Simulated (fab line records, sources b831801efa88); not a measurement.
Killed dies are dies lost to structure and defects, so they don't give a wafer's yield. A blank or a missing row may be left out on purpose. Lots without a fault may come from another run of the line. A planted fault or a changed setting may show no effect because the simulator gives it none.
Chamber matching | flow gf180mcu | GF_V5_CVD_02 on pecvd-03: 3 sister chambers
The step deposits SiO2 from TEOS, target thk 1450 nm, time 163.28 s. 6 wafers are shown with their chamber, then 12 later ones without.

WAFERS WITH THEIR CHAMBER
wafer  | chamber | heater_power_w (W)
L093.1 | 1       | 709
L093.2 | 0       | 626
L093.3 | 2       | 638
L093.4 | 1       | 582
L093.5 | 2       | 547
L093.6 | 0       | 675

WAFERS WITHOUT THEIR CHAMBER
wafer  | heater_power_w (W)
L095.1 | 695
L095.2 | 621
L095.3 | 670
L095.4 | 527
L095.5 | 676
L095.6 | 568
L096.2 | 680
L096.4 | 558
L096.6 | 527
L097.1 | 564
L097.3 | 721
L097.4 | 687

WHICH CHAMBER EACH WENT THROUGH
wafer  | from the rows above          | in truth
L095.1 | can't be placed: 0 or 1 or 2 | 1
L095.2 | can't be placed: 1 or 2 or 0 | 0
L095.3 | can't be placed: 0 or 1 or 2 | 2
L095.4 | can't be placed: 2 or 1 or 0 | 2
L095.5 | can't be placed: 0 or 1 or 2 | 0
L095.6 | can't be placed: 2 or 1 or 0 | 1
L096.2 | can't be placed: 0 or 1 or 2 | 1
L096.4 | can't be placed: 2 or 1 or 0 | 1
L096.6 | can't be placed: 2 or 1 or 0 | 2
L097.1 | can't be placed: 2 or 1 or 0 | 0
L097.3 | can't be placed: 0 or 1 or 2 | 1
L097.4 | can't be placed: 0 or 1 or 2 | 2
Placed correctly: 0 of 12. Can't be placed from these rows: 12 (the true chamber is among the candidates in 12). Placed wrongly: 0.
How it was worked out, from the rows above alone: a wafer's distance from a chamber is the root of the sum, over the readings, of the square of ((its reading less the chamber's mean) divided by the reading's scatter). The wafer belongs to the nearest chamber; if the next one is less than 2 further off, it can't be placed. A chamber's mean is the mean of its shown wafers. The scatter: the root of (the sum of the squares of (reading less its chamber's mean) over the shown wafers, divided by (wafers less chambers)).
